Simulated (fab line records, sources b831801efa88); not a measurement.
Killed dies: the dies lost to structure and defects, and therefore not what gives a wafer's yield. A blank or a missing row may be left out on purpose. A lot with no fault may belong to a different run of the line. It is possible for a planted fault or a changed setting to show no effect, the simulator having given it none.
Comparing a struck lot with a sound one / flow sky130 / 15 out of 708 route steps
Sound: the wafers L818.2, L818.5, L818.6. Struck: wafer L824.3. (L824.4, L824.5 of the same lot were not struck and are left out.) The cause comes at the end.
Per side, at each step with rows, come the tool, then ch with its chambers, and then its first start. Under that, the readings that differ: sound wafers / struck wafers / difference of the means / sigmas: that difference in standard deviations of wafers without a fault.
alike: same words and numbers on both sides, and readings whose means sit less than 2 such deviations apart. not compared: any withheld reading, any reading some wafer has no value for, any bound like >300 that may hide the same value, and any number with overlapping values for which the record gives no deviation.
A row with sigmas, a row that says differs or no value, or rows on one side alone: a step with any of these is where the two part. Numbers that don't overlap but have no deviation are shown without sigmas and don't part them. Lack of a reading on every wafer of one side parts them only where that side has two or more wafers.

SKY_SD_N_OVL_MEAS_08:
  sound on overlay-01, day 30 13:40; struck on overlay-02, day 32 22:35
  alike: SD_N_OVL
then, 2 steps without rows for these wafers: SKY_SD_N_IMPLANT_09; SKY_SD_N_IMPLANT_10.
SKY_SD_N_STRIP_11: strips in O2/N2.
  sound on plasmaAsher-01 ch 0,1, day 30 14:00; struck on plasmaAsher-04 ch 1, day 32 22:56
reading=n2FlowSccm (sccm); sound=302.3 301.5 302.0; struck=299.7; difference=-2.2; sigmas=-3
  alike: chamberPressureMTorr, drypumpMotorCurrentA, oesProductAu, stripTimeToEndpointS
  not compared: rfHoursCounterH
SKY_SD_N_TW_MEAS_12:
  sound on filmMetro-02, day 30 14:07; struck on filmMetro-04, day 32 23:01
reading=SD_N_TW; sound=3995 3982 3971; struck=4051; difference=+68; sigmas=+2
then, 1 step without rows for these wafers: SKY_SD_N_CLEAN_13 (cleans in SC1/SC2, time 150 s).
SKY_SD_N_RTA_14: time 2 s.
  sound on rtpAnneal-02 ch 0, day 30 14:13; struck on rtpAnneal-02 ch 0, day 32 23:08
reading=lampPowerPct (%); sound=15.78 15.74 15.83; struck=15.66; difference=-0.12; sigmas=-3
  alike: wafer_temp_C_max
SKY_SD_N_RS_MEAS_16: the measuring method here is four-point-probe.
  sound on filmMetro-03, day 30 14:24; struck on filmMetro-04, day 32 23:20
reading=SD_N_RS (ohm/sq); sound=68.51 68.69 68.78; struck=68.40; difference=-0.26; sigmas=-2
SKY_SD_N_RS_MEAS_17: the measuring method here is four-point-probe.
  sound on filmMetro-03, day 30 14:31; struck on filmMetro-04, day 32 23:27
reading=SD_P_RS (ohm/sq); sound=147.6 147.9 148.3; struck=146.5; difference=-1.4; sigmas=-4
SKY_SD_N_RS_MEAS_18: the measuring method here is four-point-probe.
  sound on filmMetro-03, day 30 14:38; struck on filmMetro-04, day 32 23:34
  alike: RES_XHIGH_RS
then, 1 step without rows for these wafers: SKY_SALICIDE_CLEAN_00 (cleans in HF-last, time 30 s).
SKY_LI_CONTACT_HDPCVD_00: deposits PSG, target thk 930 nm, time 155 s.
  sound on hdpcvd-01 ch 1,2, day 30 14:46; struck on hdpcvd-01 ch 0, day 32 23:40
reading=model.PSG_of_LI_CONTACT_HDPCVD_00.thkNm (nm); sound=941.3 933.2 940.6; struck=1283; difference=+345; sigmas=
  alike: pressureMtorr
SKY_LI_CONTACT_THK_MEAS_01:
  sound on filmMetro-04, day 30 14:52; struck on filmMetro-04, day 32 23:47
reading=LI_CONTACT_HDPCVD_THK (nm); sound=941 933 940; struck=1282; difference=+344; sigmas=+35
SKY_LI_CONTACT_CMP_02: polishes PSG.
  sound on cmp-02 ch 0,3, day 30 14:58; struck on cmp-02 ch 0, day 32 23:53
reading=timeToEndpointS (s); sound=32.7 34.6 34.0; struck=65.1; difference=+31.3; sigmas=+14
  alike: motorCurrentA, slurryFilterDpKPa
SKY_LI_CONTACT_BOW_MEAS_03:
  sound on filmMetro-03, day 30 15:14; struck on filmMetro-03, day 33 00:10
  alike: LI_CONTACT_BOW

== WHERE THEY PART ==
At SKY_SD_N_STRIP_11 first; at SKY_LI_CONTACT_CMP_02 last (within this record only). Later steps at which nothing parts them and some readings are alike: SKY_LI_CONTACT_BOW_MEAS_03.

WHY: the cause the simulator had injected
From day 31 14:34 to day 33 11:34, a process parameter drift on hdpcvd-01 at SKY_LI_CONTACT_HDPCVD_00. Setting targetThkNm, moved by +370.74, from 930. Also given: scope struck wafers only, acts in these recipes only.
